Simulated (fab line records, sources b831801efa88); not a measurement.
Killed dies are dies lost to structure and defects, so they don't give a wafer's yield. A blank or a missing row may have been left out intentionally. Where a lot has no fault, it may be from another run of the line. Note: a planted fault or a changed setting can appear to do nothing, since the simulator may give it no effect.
Struck lot and sound lot, side by side + flow gf180mcu + 24 steps out of a route of 602
Sound: the wafers L953.1, L953.3, L953.6. Wafers struck: L961.3, L961.4, L961.5. The cause is named last.
For every step that has rows: the tool of each side, followed by ch and its chambers, followed by its first start. Under that, the readings that differ: sound wafers + struck wafers + difference of the means + sigmas: that difference in standard deviations of wafers without a fault.
alike: readings whose means differ by less than 2 such deviations, and words and numbers that are the same on both sides. not compared: withheld readings, readings that some wafer has no value for, bounds like >300 that may hide the same value, and numbers for which the record gives no deviation and whose values overlap.
Wherever a step has rows on one side only, a row that says differs or no value, or a row with sigmas, the two part there. Numbers that don't overlap but have no deviation are shown without sigmas and don't part them. Lack of a reading on every wafer of one side parts them only where that side has two or more wafers.

GF_M3_STRIP_17: strips in O2/N2.
  sound on plasma asher-02 ch 0,1, day 21 04:49; struck on plasma asher-02 ch 0,1, day 24 09:28
  alike: drypump motor current A, heater power w, oes product au, strip time to endpoint s
  not compared: rf hours counter h
then, 3 steps without rows for these wafers: GF_M3_STRIP_18 (strips in post etch residue remover, time 1200 s); GF_M3_CLEAN_19 (cleans in DIW); GF_V3_CVD_00 (deposits SiO2, target thk 600 nm, time 100 s).
GF_V3_THK_MEAS_01:
  sound on film metro-04 at day 21 05:25; struck on film metro-04 at day 24 10:04
| reading            | sound       | struck      | difference | sigmas |
|--------------------|-------------|-------------|------------|--------|
| V3_CVD_00_THK (nm) | 616 609 617 | 596 602 597 | -16        | -2     |
GF_V3_CVD_02: deposits SiO2 from TEOS, target thk 850 nm, time 94.851 s.
  sound on pecvd-02 ch 0,1,2, day 21 05:29; struck on pecvd-02 ch 0,1,2, day 24 10:06
  alike: heater power w, rf fwd power W
GF_V3_THK_MEAS_03:
  sound on film metro-02 at day 21 05:33; struck on film metro-03 at day 24 10:11
  alike: V3_CVD_02_THK
GF_V3_CMP_04: polishes SiO2.
  sound on cmp-02 ch 0,3, day 21 05:37; struck on cmp-01 ch 0,3, day 24 10:14
  alike: head pressure psi, motor current A, time to endpoint s
GF_V3_BOW_MEAS_05:
  sound on film metro-02 at day 21 05:55; struck on film metro-04 at day 24 10:34
  alike: V3_BOW
then, 3 steps without rows for these wafers: GF_V3_DEHYDRATE_06 (time 60 s); GF_V3_HMDS_07 (prime time 60 s); GF_V3_COAT_08.
GF_V3_COAT_09: resist thk 1000 nm.
  sound on litho track-04 ch 0, day 21 17:00; struck on litho track-03 ch 0, day 24 21:00
| reading                             | sound           | struck            | difference | sigmas |
|-------------------------------------|-----------------|-------------------|------------|--------|
| model.KrF_of_V3_COAT_09.thk nm (nm) | 1002 1001 999.4 | 959.3 961.1 959.6 | -40.8      |        |
then, 3 steps without rows for these wafers: GF_V3_SOFTBAKE_10 (time 60 s); GF_V3_EXPOSE_11 (exposes mask Via3, target cd 260 nm); GF_V3_PEB_12 (peb time 90 s).
GF_V3_DEVELOP_13: develop time 60 s.
  sound on litho track-04 ch 0, day 22 05:17; struck on litho track-03 ch 0, day 25 08:19
| reading                             | sound             | struck            | difference | sigmas |
|-------------------------------------|-------------------|-------------------|------------|--------|
| model.KrF_of_V3_COAT_09.thk nm (nm) | 986.9 986.4 984.4 | 944.4 946.2 944.7 | -40.8      |        |
GF_V3_CD_MEAS_14: target cd 260 nm.
  sound on cd sem-01 at day 22 05:26; struck on cd sem-02 at day 25 08:28
| reading    | sound             | struck            | difference | sigmas |
|------------|-------------------|-------------------|------------|--------|
| cd nm (nm) | 259.9 259.7 260.8 | 263.9 263.5 262.7 | +3.2       | +2     |
GF_V3_OVL_MEAS_15:
  sound on overlay-01 at day 22 05:34; struck on overlay-01 at day 25 08:33
  alike: V3_OVL
GF_V3_ETCH_16: etches BARC in N2/H2.
  sound on rie diel-03 ch 2,3, day 22 05:35; struck on rie diel-03 ch 0,1,3, day 25 08:35
  alike: drypump motor current A, oes product au, rf fwd power W, throttle valve pct
GF_V3_ETCH_17: etches SiO2 in C4F8/O2/Ar, stops on TiN, target depth 635 nm.
  sound on rie diel-03 ch 2,3; struck on rie diel-03 ch 0,1,3
  alike: oes product au, rf fwd power W
GF_V3_STRIP_18: strips in O2/N2.
  sound on plasma asher-01 ch 0, day 22 05:43; struck on plasma asher-03 ch 0,1, day 25 08:44
| reading               | sound             | struck            | difference | sigmas |
|-----------------------|-------------------|-------------------|------------|--------|
| oes product au (a.u.) | 0.581 0.593 0.593 | 0.576 0.580 0.573 | -0.013     | -2     |
  alike: drypump motor current A, heater power w
  not compared: rf hours counter h
then, 1 step without rows for these wafers: GF_V3_STRIP_19 (strips in post etch residue remover, time 1200 s).
GF_PASSIVATION_PROBE_99:
  the record has rows for the sound wafers here (prober-01, day 28 21:32) and none for the struck ones

== WHERE THEY PART ==
At GF_V3_THK_MEAS_01 first; at GF_PASSIVATION_PROBE_99 last (within this record only).

WHY: what had been put in by the simulator
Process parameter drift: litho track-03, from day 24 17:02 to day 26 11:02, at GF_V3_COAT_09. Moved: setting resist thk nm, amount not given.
